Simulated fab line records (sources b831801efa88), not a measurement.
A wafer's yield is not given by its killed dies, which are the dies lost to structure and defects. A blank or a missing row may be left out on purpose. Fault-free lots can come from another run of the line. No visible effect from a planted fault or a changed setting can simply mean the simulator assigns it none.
Chamber matching | flow gf180mcu | GF_V3_ETCH_16 on rieDiel-02 has 4 sister chambers
The step etches BARC in N2/H2. 18 wafers are shown with their chamber, then 9 later ones without.

== WAFERS WITH THEIR CHAMBER ==
wafer  | chamber | drypumpMotorCurrentA (A) | oesProductAu (a.u.) | throttleValvePct (%)
L077.1 | 2       | 5.8                      | 0.853               | 13.228
L077.3 | 0       | 5.3                      | 0.860               | 13.225
L077.4 | 1       | 5.0                      | 0.851               | 13.219
L078.2 | 1       | 4.9                      | 0.865               | 13.227
L078.3 | 2       | 5.8                      | 0.846               | 13.233
L078.5 | 1       | 4.9                      | 0.850               | 13.232
L079.1 | 0       | 5.3                      | 0.853               | 13.226
L079.2 | 1       | 5.0                      | 0.856               | 13.230
L079.3 | 3       | 6.0                      | 0.858               | 13.218
L081.1 | 2       | 5.8                      | 0.859               | 13.228
L081.2 | 0       | 5.3                      | 0.859               | 13.213
L081.4 | 0       | 5.3                      | 0.866               | 13.223
L084.2 | 0       | 5.3                      | 0.860               | 13.217
L084.4 | 2       | 5.8                      | 0.849               | 13.228
L084.6 | 3       | 6.0                      | 0.860               | 13.231
L085.1 | 0       | 5.3                      | 0.855               | 13.238
L085.4 | 2       | 5.8                      | 0.856               | 13.235
L085.6 | 2       | 5.8                      | 0.854               | 13.210

SIGNATURES, as means of the wafers listed above
reading              | chamber 0 | chamber 1 | chamber 2 | chamber 3 | scatter within a chamber
drypumpMotorCurrentA | 5.300     | 4.950     | 5.800     | 6.000     | 0.0267
oesProductAu         | 0.85883   | 0.85550   | 0.85283   | 0.85900   | 0.00505
throttleValvePct     | 13.22367  | 13.22700  | 13.22700  | 13.22450  | 0.00822
Rule: for a wafer and a chamber, the distance is found by dividing, reading by reading, the gap between the wafer's reading and the chamber's mean by the reading's scatter, squaring, summing and taking the root. The wafer belongs to the nearest chamber; if the next one is less than 2 further off, it can't be placed. The scatter is the square root of a quotient: the sum, over the shown wafers, of each reading's squared deviation from its chamber's mean, divided by wafers minus chambers.

== WAFERS WITH NO CHAMBER GIVEN ==
wafer  | drypumpMotorCurrentA (A) | oesProductAu (a.u.) | throttleValvePct (%)
L089.2 | 5.8                      | 0.855               | 13.222
L089.4 | 5.3                      | 0.851               | 13.228
L089.5 | 5.0                      | 0.858               | 13.232
L092.2 | 5.0                      | 0.854               | 13.218
L092.3 | 5.8                      | 0.856               | 13.218
L092.4 | 5.3                      | 0.859               | 13.237
L093.1 | 6.0                      | 0.855               | 13.228
L093.3 | 5.0                      | 0.851               | 13.227
L093.5 | 5.3                      | 0.856               | 13.226

== WHICH CHAMBER EACH WENT THROUGH ==
wafer  | from the rows above | in truth
L089.2 | 2                   | 2
L089.4 | 0                   | 0
L089.5 | 1                   | 1
L092.2 | 1                   | 1
L092.3 | 2                   | 2
L092.4 | 0                   | 0
L093.1 | 3                   | 3
L093.3 | 1                   | 1
L093.5 | 0                   | 0
Correctly placed: 9 of 9. Can't be placed from these rows: 0. 0 placed wrongly.
